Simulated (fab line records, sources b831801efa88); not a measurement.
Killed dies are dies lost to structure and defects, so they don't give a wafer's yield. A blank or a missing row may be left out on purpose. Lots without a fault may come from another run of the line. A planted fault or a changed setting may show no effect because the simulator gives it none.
Which tool did it? | flow gf180mcu | 12 lots, 36 wafers sampled, at 2 steps of a route of 602

WHAT THE GAUGES READ, wafer by wafer
GF_V2_THK_MEAS_25: measures by xrf.
lot  | measured     | on            | V2_W_THK (nm)
L362 | day 20 16:40 | film_metro-04 | 352 360 358
L363 | day 21 02:44 | film_metro-01 | 344 345 342
L365 | day 22 08:15 | film_metro-01 | 347 351 350
L367 | day 22 22:59 | film_metro-04 | 355 350 357
L368 | day 23 03:19 | film_metro-04 | 353 349 355
L369 | day 23 19:44 | film_metro-01 | 340 348 344
L370 | day 24 01:38 | film_metro-02 | 349 359 355
L372 | day 24 13:25 | film_metro-02 | 358 363 354
L375 | day 25 10:03 | film_metro-02 | 353 361 348
L379 | day 26 14:53 | film_metro-01 | 347 340 343
L383 | day 27 17:44 | film_metro-04 | 357 361 364
L384 | day 28 10:45 | film_metro-01 | 344 343 347

GF_V3_BOW_MEAS_05.
lot  | measured     | on            | V3_BOW (um)
L362 | day 21 19:12 | film_metro-03 | 131 124 124
L363 | day 22 04:12 | film_metro-04 | 116 106 113
L365 | day 23 09:19 | film_metro-04 | 116 105 104
L367 | day 23 23:33 | film_metro-03 | 113 107 118
L368 | day 24 03:56 | film_metro-02 | 108 124 115
L369 | day 24 19:34 | film_metro-02 | 117 119 117
L370 | day 25 01:27 | film_metro-03 | 120 113 105
L372 | day 25 12:13 | film_metro-04 | 121 127 129
L375 | day 26 08:31 | film_metro-03 | 117 112 128
L379 | day 27 12:48 | film_metro-04 | 126 109 124
L383 | day 28 15:29 | film_metro-03 | 121 117 111
L384 | day 29 08:25 | film_metro-02 | 119 120 116

WHICH TOOL RAN EACH LOT (tool, then ch and the chambers of the sampled wafers, then the start)
The record holds no process step before these readings.

WHAT THE TOOLS THEMSELVES READ (means of the sampled wafers that have a number; where no wafer has one, the mark that the record gives instead)
The record holds no such reading with a usual standard deviation.

THE ANSWER, worked out from the rows above alone
Rule: what is usual is taken from the lots themselves. Put in order of their means at a reading, lots are off if they are a third of the lots or fewer, leave a main group of 4 or more, and stand apart from it by a gap of 3 or more times the standard deviation of the main group's means; of several such gaps the widest counts. A main group whose means are all the same, to the digits that the tables above print for the reading, isn't used. A lot without any number at a reading at which 4 lots or more have one is off too. The other lots that the step has rows for count as sound. The gauges are gone through in route order, then the tools' own readings, and for those a lot's mean is taken as printed above. The first step at which some lot is off is used, and at that step the reading that is off furthest; a lot without a number counts as furthest.
No lot is off at any reading shown: from this, nothing can be told.

WHAT THE SIMULATOR HAD PUT IN
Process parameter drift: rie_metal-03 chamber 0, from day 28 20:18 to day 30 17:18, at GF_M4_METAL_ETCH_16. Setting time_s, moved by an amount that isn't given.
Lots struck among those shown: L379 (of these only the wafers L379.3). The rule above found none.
